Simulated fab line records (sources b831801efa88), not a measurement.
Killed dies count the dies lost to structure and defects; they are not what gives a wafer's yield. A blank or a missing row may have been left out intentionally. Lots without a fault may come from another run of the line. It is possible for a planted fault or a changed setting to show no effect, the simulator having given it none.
Which tool did it? -- flow gf180mcu -- 39 wafers from 13 lots sampled at 5 of the route's 602 steps

WHAT THE GAUGES READ, wafer by wafer
GF_M1_CD_MEAS_14: target cd 230 nm. Usual: cd_nm 230.1 nm, standard deviation 1.1.
lot,measured,on,cd_nm (nm),flag
L674,day 16 23:49,cd_sem-01,229.7 231.3 229.9,
L676,day 18 14:03,cd_sem-01,229.6 228.4 228.2,
L678,day 18 19:58,cd_sem-02,230.6 231.3 231.5,
L680,day 19 05:22,cd_sem-01,229.2 228.9 228.3,
L681,day 19 23:49,cd_sem-02,230.6 229.8 229.5,
L683,day 20 21:46,cd_sem-01,230.2 229.6 230.4,
L684,day 21 02:56,cd_sem-01,230.8 230.2 230.6,
L688,day 22 07:58,cd_sem-02,228.3 229.7 229.4,
L691,day 24 07:40,cd_sem-02,182.2 208.8 186.7,OFF
L693,day 24 09:20,cd_sem-02,210.5 204.6 199.2,OFF
L695,day 24 14:43,cd_sem-02,230.7 231.5 229.3,
L696,day 24 16:00,cd_sem-02,229.2 229.8 228.7,
L697,day 25 12:33,cd_sem-02,230.5 230.3 230.6,

GF_M2_THK_MEAS_06: measures by xrf. Usual: M2_ALCU_THK typically reads 452 nm, with standard deviation 4.4.
lot,measured,on,M2_ALCU_THK (nm),flag
L674,day 18 01:53,film_metro-01,455 452 452,
L676,day 19 17:17,film_metro-01,455 448 450,
L678,day 20 00:05,film_metro-01,447 448 450,
L680,day 20 09:13,film_metro-02,450 450 450,
L681,day 21 03:34,film_metro-02,453 449 447,
L683,day 22 01:22,film_metro-02,455 458 457,
L684,day 22 06:40,film_metro-02,450 449 451,
L688,day 23 15:26,film_metro-02,445 447 450,
L691,day 25 08:22,film_metro-03,456,
L693,day 25 10:31,film_metro-02,456 457 452,
L695,day 25 15:58,film_metro-03,445 445 446,
L696,day 25 17:07,film_metro-02,449 447 450,
L697,day 26 12:12,film_metro-03,449 448 452,

GF_M4_OVL_MEAS_15. Usual: M4_OVL typically reads 3 nm, with standard deviation 5.1.
lot,measured,on,M4_OVL (nm),flag
L674,day 23 13:08,overlay-01,3 -12 -6,
L676,day 24 15:29,overlay-01,2 1 1,
L678,day 25 07:03,overlay-01,6 5 8,
L680,day 25 11:56,overlay-02,5 0 6,
L681,day 26 07:53,overlay-02,0 7 4,
L683,day 27 04:23,overlay-02,7 -3 4,
L684,day 27 06:08,overlay-01,8 -7 7,
L688,day 28 05:22,overlay-02,8 6 3,
L691,day 29 19:08,overlay-02,-1,
L693,day 29 20:22,overlay-02,14 17 8,
L695,day 30 01:52,overlay-01,7 6 -1,
L696,day 30 02:13,overlay-01,0 4 4,
L697,day 30 19:56,overlay-01,1 5 4,

WHICH TOOL RAN EACH LOT (tool, then ch and the chambers of the sampled wafers, then the start)
lot,GF_M1_EXPOSE_11,GF_M3_SPUTTER_00
L674,"krf_scanner-02 ch 0, day 16 12:29","pvd_sputter-01, day 20 05:33"
L676,"krf_scanner-01 ch 0, day 18 02:08","pvd_sputter-02, day 21 19:13"
L678,"krf_scanner-02 ch 0, day 18 07:49","pvd_sputter-03, day 22 03:07"
L680,"krf_scanner-02 ch 0, day 18 17:32","pvd_sputter-03, day 22 11:52"
L681,"krf_scanner-02 ch 0, day 19 11:13","pvd_sputter-01, day 23 13:18"
L683,"krf_scanner-02 ch 0, day 20 09:25","pvd_sputter-03, day 24 09:03"
L684,"krf_scanner-01 ch 0, day 20 15:19","pvd_sputter-02, day 24 11:30"
L688,"krf_scanner-02 ch 0, day 21 21:02","pvd_sputter-02, day 25 12:00"
L691,"krf_scanner-02 ch 0, day 23 19:16","pvd_sputter-02, day 27 05:46"
L693,"krf_scanner-02 ch 0, day 23 21:15","pvd_sputter-02, day 27 06:56"
L695,"krf_scanner-01 ch 0, day 24 05:05","pvd_sputter-01, day 27 12:40"
L696,"krf_scanner-01 ch 0, day 24 06:36","pvd_sputter-03, day 27 13:38"
L697,"krf_scanner-01 ch 0, day 25 02:25","pvd_sputter-01, day 28 07:18"
- GF_M1_EXPOSE_11: exposes mask Metal1, target cd 230 nm.
- GF_M3_SPUTTER_00: material Ti, target thk 37.5 nm, time 150 s.

WHAT THE TOOLS THEMSELVES READ (means of the sampled wafers that have a number; where no wafer has one, the mark that the record gives instead)
GF_M3_SPUTTER_00. Usual: throttle_valve_pct 29.9 %, standard deviation 1.2.
lot,tool,throttle_valve_pct (%),flag
L674,pvd_sputter-01,29.7,
L676,pvd_sputter-02,31.9,
L678,pvd_sputter-03,30.6,
L680,pvd_sputter-03,29.4,
L681,pvd_sputter-01,29.7,
L683,pvd_sputter-03,29.1,
L684,pvd_sputter-02,29.6,
L688,pvd_sputter-02,30.4,
L691,pvd_sputter-02,29.8,
L693,pvd_sputter-02,30.7,
L695,pvd_sputter-01,29.2,
L696,pvd_sputter-03,29.9,
L697,pvd_sputter-01,29.7,

THE ANSWER, worked out from the rows above alone
Rule: lot off if the mean of its wafers having a number is beyond 3 standard deviations from the usual mean. A lot without any number at a reading at which 4 lots or more have one is off too. Any other lot the step has rows for is counted as sound. Order of review: gauges by route order, followed by the tools' own readings, for which a lot's mean as printed above is used. At the first step where some lot is off, the reading lying furthest off is the one used; lots without a number count as furthest.
Off, at GF_M1_CD_MEAS_14 on cd_nm: L691, L693.
If a tool, at a process step before that reading, ran all the lots that are off and no sound lot after the first of them, it fits. Those tools and the gauges at GF_M1_CD_MEAS_14 are tried in the same way. One fits: krf_scanner-02 at GF_M1_EXPOSE_11. Its last sound lot is L688 (day 21 21:02), its first lot that is off L691 (day 23 19:16): a fault that began between those two fits.

WHAT WAS PUT IN BY THE SIMULATOR
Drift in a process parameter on krf_scanner-02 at GF_M1_EXPOSE_11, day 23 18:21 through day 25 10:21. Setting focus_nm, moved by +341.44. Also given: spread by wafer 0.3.
Struck lots among those shown: L691, L693. Same finding as the rule above.
